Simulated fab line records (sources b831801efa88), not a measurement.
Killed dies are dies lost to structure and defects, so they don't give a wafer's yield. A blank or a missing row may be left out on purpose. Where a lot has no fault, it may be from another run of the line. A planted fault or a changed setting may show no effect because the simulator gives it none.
A struck lot beside a sound one    flow sky130    14 out of 708 route steps
Sound: these wafers, L513.3, L513.4, L513.6. Wafers L512.3, L512.4, L512.5 were the ones struck. The cause comes at the end.
At each step with rows: each side's tool, then ch and its chambers, then its first start. Under that, the readings that differ: sound wafers    struck wafers    difference of the means    sigmas: that difference in standard deviations of wafers without a fault.
alike: readings with means less than 2 such deviations apart, plus words and numbers identical on both sides. not compared: withheld readings, readings lacking a value on some wafer, bounds such as >300 that could conceal the same value, and numbers that have no deviation in the record and whose values overlap.
Wherever a step has rows on one side only, a row that says differs or no value, or a row with sigmas, the two part there. Numbers that have no deviation but don't overlap get no sigmas and don't part them. A reading missing from all wafers of one side parts the sides only when that side holds two or more wafers.

first, 2 steps without rows for these wafers: SKY_VT_ADJUST_LVTN_PEB_05; SKY_VT_ADJUST_LVTN_DEVELOP_06 (develop time 60 s).
SKY_VT_ADJUST_LVTN_OVL_MEAS_07:
  struck on overlay-02, day 11 14:19; sound on overlay-02, day 11 22:16
reading                  sound          struck        difference  sigmas
VT_ADJUST_LVTN_OVL (nm)  0.3 -2.3 -0.6  -0.6 3.5 3.0  +2.8        +2
after that, 1 step had no rows for these wafers: SKY_VT_ADJUST_LVTN_IMPLANT_08.
SKY_VT_ADJUST_LVTN_STRIP_09: strips in O2/N2.
  sound on plasmaAsher-02 ch 0,1, day 11 22:28; struck on plasmaAsher-02 ch 0,1, day 11 14:31
  alike: drypumpMotorCurrentA, oesProductAu, stripTimeToEndpointS
  not compared: rfHoursCounterH
SKY_VT_ADJUST_LVTN_TW_MEAS_10:
  struck on filmMetro-04, day 11 14:37; sound on filmMetro-04, day 11 22:33
  alike: VT_ADJUST_LVTN_TW
then, 6 steps without rows for these wafers: SKY_VT_ADJUST_LVTN_DEHYDRATE_11 (time 60 s); SKY_VT_ADJUST_LVTN_HMDS_12 (prime time 60 s); SKY_VT_ADJUST_LVTN_COAT_13 (resist thk 1140 nm); SKY_VT_ADJUST_LVTN_SOFTBAKE_14 (time 60 s); SKY_VT_ADJUST_LVTN_EXPOSE_15 (exposes mask HVN STD DERIVED, target cd 600 nm); SKY_VT_ADJUST_LVTN_PEB_16.
SKY_VT_ADJUST_LVTN_DEVELOP_17: develop time 60 s.
  struck on lithoTrack-04, day 12 16:20; sound on lithoTrack-02 ch 0, day 13 00:02
  no value came back on the struck wafers for chillPlateTempC (C), developTimeS (s), exhaustPa (Pa); on the sound wafers chillPlateTempC (C) reads 22.94 23.19 23.03
SKY_VT_ADJUST_LVTN_OVL_MEAS_18:
  struck on overlay-02, day 12 16:28; sound on overlay-02, day 13 00:10
reading                     sound           struck  difference                     sigmas
VT_ADJUST_LVTN_01_OVL (nm)  -0.2 -0.7 -0.4  - - -   no value on the struck wafers  

## WHERE THEY PART
Earliest at SKY_VT_ADJUST_LVTN_OVL_MEAS_07; latest, in this record, at SKY_VT_ADJUST_LVTN_OVL_MEAS_18.

WHY: the cause the simulator had injected
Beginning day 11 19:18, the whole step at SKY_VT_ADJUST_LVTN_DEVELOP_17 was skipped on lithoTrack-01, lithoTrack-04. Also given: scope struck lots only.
